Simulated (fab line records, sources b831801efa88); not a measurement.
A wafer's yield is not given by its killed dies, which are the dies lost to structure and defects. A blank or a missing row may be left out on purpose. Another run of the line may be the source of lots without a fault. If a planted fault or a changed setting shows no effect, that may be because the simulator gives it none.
fab line records	flow sky130
record lots=6	wafers=18	lastDay=50
route steps=708 shown SONOS_ONO@186 GATE_OXIDE@187 PAD_OPEN@708
lots untouched by any fault: they come from a run of this same line in which no faults occurred
startH: hours from the record's opening day to when the first of the lot's shown wafers began	waitH: hours elapsed since this lot's preceding step	" repeats the value in the row above	L1.1+2: one row covering several wafers at once	- either no value or no given start	* or withheld: withheld	< > ~ a bound
route shown NAME@n: names a module that has steps shown in the file, with the first one's number in the route	usual: mean/standard deviation taken from wafers without a fault	same: alike in all rows	chamber/n: place in a boat	sites: the reading at each site	_std_site: the standard deviation of these	_edge_site: inner sites' mean taken away from outer sites' mean	radiusMm: for every site, how far away it sits from the centre of the wafer	mask NAME#n: copy n	behind: the last tool/chamber to shape the wafer	hold: why the lot went on hold/how many hours it stayed there/how the hold came to an end	device: the transistor (n, p or np) that didn't switch	end of line: the tests these same wafers got at the end of their route	a step with no rows: only its recipe	killed: the dies lost at the first sort to structure and to defects; this is not the yield of the wafer	map: dies across one wafer; x = killed, . = not, _ = none there
set.NAME: the run value of the setting; set.NAME@STEP: its run value at that earlier step	model.NAME: the simulator's own value behind a step, which no gauge read
lots at some steps of the route; a table a step, a row a wafer
services: from which hour (startH, from the record's first day; less than 0 if before it) a tool's chamber was out of use, for how many hours, and why
## steps
# step SKY_SONOS_ONO_WET_ETCH_18
# recipe chemistry=H3PO4	targetDepthNm=15	target=Si3N4	tempC=160	timeS=172
# step SKY_GATE_OXIDE_CLEAN_00
# recipe chemistry=SC1/SC2	mix=1:4:20	tempC=70	timeS=150	dry=n2Spin
# step SKY_GATE_OXIDE_OXIDATION_01
# recipe tempC=900	ambient=O2	stabiliseS=600	purgeS=300	targetThkA=102.68	oxTimeS=1473
# step SKY_GATE_OXIDE_THK_MEAS_02
# recipe reads=SiO2_of_GATE_OXIDE_OXIDATION_01
# usual GATE_OXIDE_OXIDATION_00_THK=10.28/0.19
lot.wafer	tool	chamber	startH	waitH	GATE_OXIDE_OXIDATION_00_THK[nm]
L156.1	filmMetro-03	-	321.53	0.0	10.04
L156.3	"	-	"	"	10.14
L156.4	"	-	"	"	9.98
L168.1	filmMetro-03	-	420.77	0.0	10.20
L168.2	"	-	"	"	10.24
L168.3	"	-	"	"	10.12
L170.1	filmMetro-01	-	433.58	0.0	10.61
L170.2	"	-	"	"	10.40
L170.6	"	-	"	"	10.46
L171.1	filmMetro-01	-	449.91	0.0	10.35
L171.3	"	-	"	"	10.59
L171.5	"	-	"	"	10.72
L172.1	filmMetro-01	-	454.19	0.0	10.47
L172.3	"	-	"	"	10.41
L172.4	"	-	"	"	10.58
L174.1	filmMetro-03	-	475.12	0.0	10.27
L174.2	"	-	"	"	10.23
L174.5	"	-	"	"	10.34
# step SKY_GATE_OXIDE_DEHYDRATE_03
# recipe tempC=200	timeS=60
# step SKY_GATE_OXIDE_HMDS_04
# recipe primeTimeS=60	primeTempC=120
# step SKY_GATE_OXIDE_COAT_05
# recipe resist=NOVOLAK	spinRpm=3000	resistThkNm=1140
# step SKY_GATE_OXIDE_SOFTBAKE_06
# recipe tempC=90	timeS=60	resist=NOVOLAK
# step SKY_GATE_OXIDE_EXPOSE_07
# recipe maskId=LVOM	na=0.6	sourceShape=conventional	sigmaOuter=0.6	polarization=unpolarized	targetCdNm=600	doseMj=170
# step SKY_GATE_OXIDE_PEB_08
# recipe tempC=withheld	timeS=*	resist=NOVOLAK
# step SKY_GATE_OXIDE_DEVELOP_09
# recipe resist=NOVOLAK	developer=TMAH	developTimeS=60	devTempC=23
# step SKY_GATE_OXIDE_OVL_MEAS_10
# usual GATE_OXIDE_OVL=-0.3/1.3
lot.wafer	tool	chamber	startH	waitH	GATE_OXIDE_OVL[nm]
L156.1	overlay-01	-	348.81	0.1	0.8
L156.3	"	-	"	"	2.4
L156.4	"	-	"	"	1.5
L168.1	overlay-01	-	451.24	0.1	-3.2
L168.2	"	-	"	"	-1.6
L168.3	"	-	"	"	-2.3
L170.1	overlay-01	-	463.99	0.1	-0.4
L170.2	"	-	"	"	-1.2
L170.6	"	-	"	"	0.1
L171.1	overlay-02	-	479.24	0.1	-0.1
L171.3	"	-	"	"	0.4
L171.5	"	-	"	"	-0.4
L172.1	overlay-01	-	484.89	0.1	-2.9
L172.3	"	-	"	"	-0.8
L172.4	"	-	"	"	-2.0
L174.1	overlay-01	-	505.14	0.1	1.4
L174.2	"	-	"	"	0.1
L174.5	"	-	"	"	0.8
# step SKY_GATE_OXIDE_IMPLANT_11
# recipe species=B	energyKev=10	doseCm2=2.536e+12	tiltDeg=withheld
# usual beamEnergyKeV=10.000/0.0031	beamOnS=10.01/0.2	faradayCurrentUA=14.29/0.29
lot.wafer	tool	chamber	startH	waitH	beamEnergyKeV	beamOnS	faradayCurrentUA
L156.1	implanter-02	0	348.85	0.0	9.998	9.76	14.70
L156.3	"	0	"	"	9.995	9.91	14.42
L156.4	"	0	"	"	9.995	10.11	14.05
L168.1	implanter-02	0	451.28	0.0	10.004	11.33	12.64
L168.2	"	0	"	"	10.002	11.55	12.32
L168.3	"	0	"	"	10.000	11.03	12.96
L170.1	implanter-03	0	464.03	0.0	9.999	9.91	14.52
L170.2	"	0	"	"	9.996	9.73	14.72
L170.6	"	0	"	"	9.998	9.65	14.82
L171.1	implanter-02	0	479.28	0.0	10.001	11.09	12.92
L171.3	"	0	"	"	9.998	11.20	12.80
L171.5	"	0	"	"	9.994	11.42	12.54
L172.1	implanter-03	0	484.93	0.0	9.999	10.17	14.03
L172.3	"	0	"	"	9.998	9.96	14.35
L172.4	"	0	"	"	9.993	9.88	14.49
L174.1	implanter-03	0	505.18	0.0	10.001	10.31	13.91
L174.2	"	0	"	"	9.996	10.07	14.20
L174.5	"	0	"	"	10.000	9.93	14.41
# step SKY_GATE_OXIDE_WET_ETCH_12
# recipe chemistry=dHF	targetDepthNm=16.8	dry=n2Spin	target=SiO2	dilution=100:1	tempC=25	timeS=336
# step SKY_GATE_OXIDE_STRIP_13
# recipe chemistry=O2/N2	powerW=1400	pressureMtorr=1500	platenTempC=withheld	o2FlowSccm=3000	n2FlowSccm=300	overashFraction=0.5
# usual drypumpMotorCurrentA=5.8/0.52	oesProductAu=0.716/0.0044	stripTimeToEndpointS=14.19/0.036
# same overashFraction=0.5
lot.wafer	tool	chamber	startH	waitH	drypumpMotorCurrentA	oesProductAu	rfHoursCounterH	stripTimeToEndpointS
L156.1	plasmaAsher-04	0	349.10	0.0	5.3	0.712	53	14.20
L156.3	"	0	"	"	5.3	0.712	-	14.20
L156.4	"	1	"	"	5.9	0.712	-	14.20
L168.1	plasmaAsher-03	1	451.54	0.0	5.8	0.719	2	14.17
L168.2	"	0	"	"	6.7	0.717	2	14.14
L168.3	"	0	"	"	6.7	0.707	-	14.14
L170.1	plasmaAsher-02	0	464.28	0.0	5.2	0.716	77	14.13
L170.2	"	1	"	"	5.9	0.722	77	14.16
L170.6	"	1	"	"	5.9	0.710	-	14.18
L171.1	plasmaAsher-03	0	479.53	0.0	6.7	0.733	5	14.16
L171.3	"	0	"	"	6.7	0.717	-	14.14
L171.5	"	1	"	"	5.8	0.715	-	14.16
L172.1	plasmaAsher-04	0	485.18	0.0	5.3	0.719	66	14.14
L172.3	"	0	"	"	5.4	0.706	-	14.16
L172.4	"	1	"	"	5.9	0.717	-	14.15
L174.1	plasmaAsher-03	0	505.44	0.0	6.8	0.714	7	14.15
L174.2	"	1	"	"	5.8	0.719	7	14.16
L174.5	"	1	"	"	5.8	0.722	-	14.20
# step SKY_GATE_OXIDE_TW_MEAS_14
# usual GATE_OXIDE_TW=222.3/1.6
lot.wafer	tool	chamber	startH	waitH	GATE_OXIDE_TW
L156.1	filmMetro-01	-	349.20	0.1	224.2
L156.3	"	-	"	"	223.0
L156.4	"	-	"	"	223.0
L168.1	filmMetro-01	-	451.64	0.1	233.7
L168.2	"	-	"	"	233.3
L168.3	"	-	"	"	232.3
L170.1	filmMetro-01	-	464.38	0.1	224.1
L170.2	"	-	"	"	224.8
L170.6	"	-	"	"	223.7
L171.1	filmMetro-03	-	479.63	0.1	228.5
L171.3	"	-	"	"	228.2
L171.5	"	-	"	"	229.2
L172.1	filmMetro-03	-	485.28	0.1	224.1
L172.3	"	-	"	"	222.6
L172.4	"	-	"	"	222.3
L174.1	filmMetro-01	-	505.54	0.1	223.4
L174.2	"	-	"	"	222.5
L174.5	"	-	"	"	222.8
# step SKY_GATE_OXIDE_CLEAN_15
# recipe chemistry=SC1/SC2	mix=1:4:20	tempC=70	timeS=150	dry=n2Spin
# step SKY_PAD_OPEN_PROBE_99
# usual killed_at_M0_to_M3=43/6.5	killed_at_M4_up=3.2/1.9	killedAtContacts=25/5.5	killedAtFrontEnd=14/4.2	killedAtOther=0.2/0.44	killedDies=85/8.5	killedOpen=47/7	killedShort=39/6.3
# same grossDies=492	killedAtBackSide=0
lot.wafer	tool	chamber	startH	waitH	killed_at_M0_to_M3	killed_at_M4_up	killedAtContacts	killedAtFrontEnd	killedAtOther	killedDies	killedOpen	killedShort	model.etest.tipP.rsOhmSq	model.etest.pfet_01v8.rOnOhmUm	model.etest.nfet_01v8_lvt.driveUaUm	model.etest.pfet_01v8_lvt.driveUaUm	model.etest.pfet_01v8.driveUaUm	model.etest.pfet_01v8_mvt.driveUaUm	model.etest.pfet_01v8_hvt.driveUaUm	model.etest.sramPfetLatch.driveUaUm
L156.1	prober-02	-	1109.34	0.1	34	7	22	12	1	76	44	32	6805	2854	589.7	176.5	197.9	158	146.7	143.7
L156.3	prober-02	-	1109.44	0.2	36	5	32	11	0	84	38	46	6808	2860	596.2	174.5	193.5	154.5	145.7	144.4
L156.4	prober-02	-	1109.49	0.2	53	5	34	8	0	100	54	46	6803	2785	581.1	175.3	199.7	159.2	149.1	150.1
L168.1	prober-02	-	1178.40	0.1	44	4	27	18	0	93	50	43	6800	2897	558.1	185.5	194.9	154.6	145.5	148.2
L168.2	prober-02	-	1178.45	0.1	44	1	25	14	0	84	41	43	6815	2894	545.6	186.7	193.4	156.4	143.4	137.9
L168.3	prober-02	-	1178.50	0.2	40	1	37	15	0	93	51	42	6764	2872	556.2	184.1	198.4	156.3	146.3	151.8
L170.1	prober-02	-	1181.89	0.1	42	8	28	6	0	84	40	44	6884	2870	579.3	173.1	194.1	150	143.8	140
L170.2	prober-02	-	1181.94	0.1	46	2	25	18	1	92	51	41	6865	2943	567.3	170.5	188.3	146.7	140.4	139.9
L170.6	prober-02	-	1182.14	0.2	32	2	32	12	0	78	45	33	6918	2877	578.5	172.2	193.6	151.1	143.4	138.6
L171.1	prober-01	-	1189.80	0.1	52	2	31	15	0	100	57	43	6777	2850	574.7	189.4	199.9	159.1	150.2	150.3
L171.3	prober-01	-	1189.90	0.2	39	4	31	23	0	97	47	50	6896	2838	573.2	189.9	198.9	159.6	149.4	146.5
L171.5	prober-01	-	1190.00	0.2	41	0	22	15	0	78	51	27	6821	2861	571.8	189.1	195.8	155.7	148.3	145.3
L172.1	prober-02	-	1193.10	0.1	44	5	30	18	0	97	50	47	6793	2911	576.1	170.7	192.6	151.9	145	143
L172.3	prober-02	-	1193.20	0.2	37	1	33	22	1	94	45	49	6762	2829	587.3	173.7	198.5	154.8	147.6	145.6
L172.4	prober-02	-	1193.25	0.2	42	5	30	14	0	91	50	41	6827	2850	585.1	171.6	195.6	153	146	144.2
L174.1	prober-02	-	1205.75	0.1	40	1	23	10	0	74	43	31	6910	2937	565.6	167.2	188.7	147.7	139.5	141
L174.2	prober-02	-	1205.80	0.1	44	2	30	13	0	89	35	54	6933	2938	556.8	168.8	189.4	149.5	140.4	139.1
L174.5	prober-02	-	1205.95	0.2	35	5	37	21	1	99	49	50	6868	2882	565.1	166.4	193.1	149.9	143	145.9
# killed by level:class
L156.1 LI_CONTACT:geometricParticle:open=7 VIA1:geometricParticle:open=7 CONTACT:geometricParticle:open=6 VIA3:geometricParticle:open=6 METAL4:geometricParticle:short=6 VIA2:geometricParticle:open=5 LI_CONTACT:geometricParticle:short=4 METAL2:geometricParticle:short=4
L156.3 LI_CONTACT:geometricParticle:open=11 METAL1:geometricParticle:short=8 CONTACT:geometricParticle:open=7 LOCAL_INTERCONNECT:geometricParticle:short=6 METAL2:geometricParticle:short=6 VIA3:geometricParticle:short=5 METAL4:geometricParticle:short=5 CONTACT:geometricParticle:short=4
L156.4 LI_CONTACT:geometricParticle:open=14 VIA2:geometricParticle:open=12 CONTACT:geometricParticle:open=8 VIA1:geometricParticle:open=8 METAL1:geometricParticle:short=7 LOCAL_INTERCONNECT:geometricParticle:short=6 VIA3:geometricParticle:short=6 METAL2:geometricParticle:short=5
L168.1 CONTACT:geometricParticle:open=12 CONTACT:geometricParticle:short=10 VIA3:geometricParticle:open=8 FIELD_ISO:geometricParticle:open=6 VIA1:geometricParticle:open=6 VIA2:geometricParticle:short=5 FIELD_ISO:geometricParticle:short=4 METAL1:geometricParticle:open=4
L168.2 CONTACT:geometricParticle:open=13 METAL2:geometricParticle:short=7 VIA1:geometricParticle:short=6 VIA2:geometricParticle:short=6 VIA1:geometricParticle:open=6 FIELD_ISO:geometricParticle:short=5 VIA3:geometricParticle:open=5 METAL1:geometricParticle:short=4
L168.3 CONTACT:geometricParticle:open=13 CONTACT:geometricParticle:short=11 VIA1:geometricParticle:open=10 LOCAL_INTERCONNECT:geometricParticle:short=7 VIA1:geometricParticle:short=7 METAL2:geometricParticle:short=7 POLY_GATE:geometricParticle:open=6 VIA2:geometricParticle:open=6
L170.1 VIA1:geometricParticle:open=11 CONTACT:geometricParticle:open=7 METAL1:geometricParticle:short=7 LI_CONTACT:geometricParticle:open=6 LOCAL_INTERCONNECT:geometricParticle:short=6 METAL4:geometricParticle:short=6 CONTACT:geometricParticle:short=5 VIA3:geometricParticle:short=4
L170.2 VIA1:geometricParticle:open=12 CONTACT:geometricParticle:open=11 FIELD_ISO:geometricParticle:short=6 METAL1:geometricParticle:short=6 METAL2:geometricParticle:short=6 VIA3:geometricParticle:open=5 METAL3:geometricParticle:short=5 POLY_GATE:geometricParticle:open=4
L170.6 CONTACT:geometricParticle:open=15 VIA1:geometricParticle:open=9 LI_CONTACT:geometricParticle:open=7 CONTACT:geometricParticle:short=6 METAL2:geometricParticle:short=6 VIA2:geometricParticle:short=6 POLY_GATE:geometricParticle:short=3 POLY_CUT:geometricParticle:short=3
L171.1 VIA1:geometricParticle:open=11 CONTACT:geometricParticle:open=10 VIA2:geometricParticle:open=10 LI_CONTACT:geometricParticle:open=8 VIA3:geometricParticle:open=7 CONTACT:geometricParticle:short=6 VIA1:geometricParticle:short=6 POLY_GATE:geometricParticle:short=5
L171.3 VIA1:geometricParticle:open=9 CONTACT:geometricParticle:open=8 METAL1:geometricParticle:short=7 FIELD_ISO:geometricParticle:short=6 LI_CONTACT:geometricParticle:open=6 METAL2:geometricParticle:short=6 POLY_GATE:geometricParticle:open=5 POLY_GATE:geometricParticle:short=5
L171.5 VIA1:geometricParticle:open=14 LI_CONTACT:geometricParticle:open=8 CONTACT:geometricParticle:open=8 FIELD_ISO:geometricParticle:open=7 VIA3:geometricParticle:open=6 FIELD_ISO:geometricParticle:short=4 VIA2:geometricParticle:open=4 POLY_GATE:geometricParticle:short=3
L172.1 LI_CONTACT:geometricParticle:open=14 METAL2:geometricParticle:short=8 VIA3:geometricParticle:open=8 POLY_GATE:geometricParticle:short=7 VIA1:geometricParticle:open=7 LOCAL_INTERCONNECT:geometricParticle:short=5 VIA2:geometricParticle:open=5 LI_CONTACT:geometricParticle:short=4
L172.3 LI_CONTACT:geometricParticle:open=11 CONTACT:geometricParticle:open=8 METAL2:geometricParticle:short=7 VIA1:geometricParticle:open=7 POLY_GATE:geometricParticle:short=6 VIA2:geometricParticle:short=6 FIELD_ISO:geometricParticle:open=5 POLY_GATE:geometricParticle:open=5
L172.4 CONTACT:geometricParticle:open=11 LI_CONTACT:geometricParticle:open=9 VIA1:geometricParticle:open=9 METAL1:geometricParticle:short=7 VIA2:geometricParticle:open=6 FIELD_ISO:geometricParticle:open=5 METAL2:geometricParticle:short=5 CONTACT:geometricParticle:short=5
L174.1 CONTACT:geometricParticle:open=9 VIA2:geometricParticle:open=8 METAL1:geometricParticle:short=8 VIA1:geometricParticle:open=8 CONTACT:geometricParticle:short=6 VIA3:geometricParticle:open=5 POLY_GATE:geometricParticle:open=3 LI_CONTACT:geometricParticle:open=3
L174.2 METAL1:geometricParticle:short=14 CONTACT:geometricParticle:open=12 METAL2:geometricParticle:short=7 VIA1:geometricParticle:open=7 LI_CONTACT:geometricParticle:short=5 CONTACT:geometricParticle:short=5 FIELD_ISO:geometricParticle:short=4 FIELD_ISO:geometricParticle:open=4
L174.5 CONTACT:geometricParticle:open=19 VIA1:geometricParticle:open=8 VIA1:geometricParticle:short=7 POLY_GATE:geometricParticle:short=6 FIELD_ISO:geometricParticle:short=5 LI_CONTACT:geometricParticle:short=5 LI_CONTACT:geometricParticle:open=5 LOCAL_INTERCONNECT:geometricParticle:short=5
## services
tool	chamber	startH	hours	kind
implanter-03	-	331.93	1.2	repair
implanter-03	-	346.23	12.4	pm
implanter-02	-	362.35	2.7	repair
implanter-02	-	371.05	5.4	pm
plasmaAsher-03	-	421.25	9.0	pm
plasmaAsher-03	0	421.25	9.0	ventCycle
plasmaAsher-03	1	421.25	9.0	ventCycle
plasmaAsher-03	0	430.25	-	clean
plasmaAsher-03	1	430.25	-	clean
implanter-03	-	450.06	6.0	pm
plasmaAsher-04	-	498.43	7.4	repair
## key
firstSign step=SKY_GATE_OXIDE_IMPLANT_11	reading=beamOnS	direction=up	sigmas=6.4	usual=10.01	struck=11.27
effect step=SKY_GATE_OXIDE_IMPLANT_11	reading=faradayCurrentUA	direction=down	sigmas=5.6	usual=14.29	struck=12.70
effect step=SKY_GATE_OXIDE_TW_MEAS_14	reading=GATE_OXIDE_TW	direction=up	sigmas=5.2	usual=222.3	struck=230.9
modelEffect step=SKY_PAD_OPEN_PROBE_99	value=etest.tipP.rsOhmSq	without=6977	struck=6812
metAt SKY_GATE_OXIDE_IMPLANT_11
struckWafers L168.1,L168.2,L168.3,L171.1,L171.3,L171.5
testerLeftOut L168,L171
onsetBetween 348.85 451.28
fault kind=processParameterDrift	tool=implanter-02	chamber=-	onsetH=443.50	steps=SKY_GATE_OXIDE_IMPLANT_11	channel=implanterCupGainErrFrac	offset=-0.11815	shape=step	endH=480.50
# testerLeftOut: of these lots the tester's yield and bins aren't shown, on N5 and GAA mostly nor the transistor test; their killed dies are dies lost to structure and defects alone, not to doping, threshold or leakage, so they don't give the yield
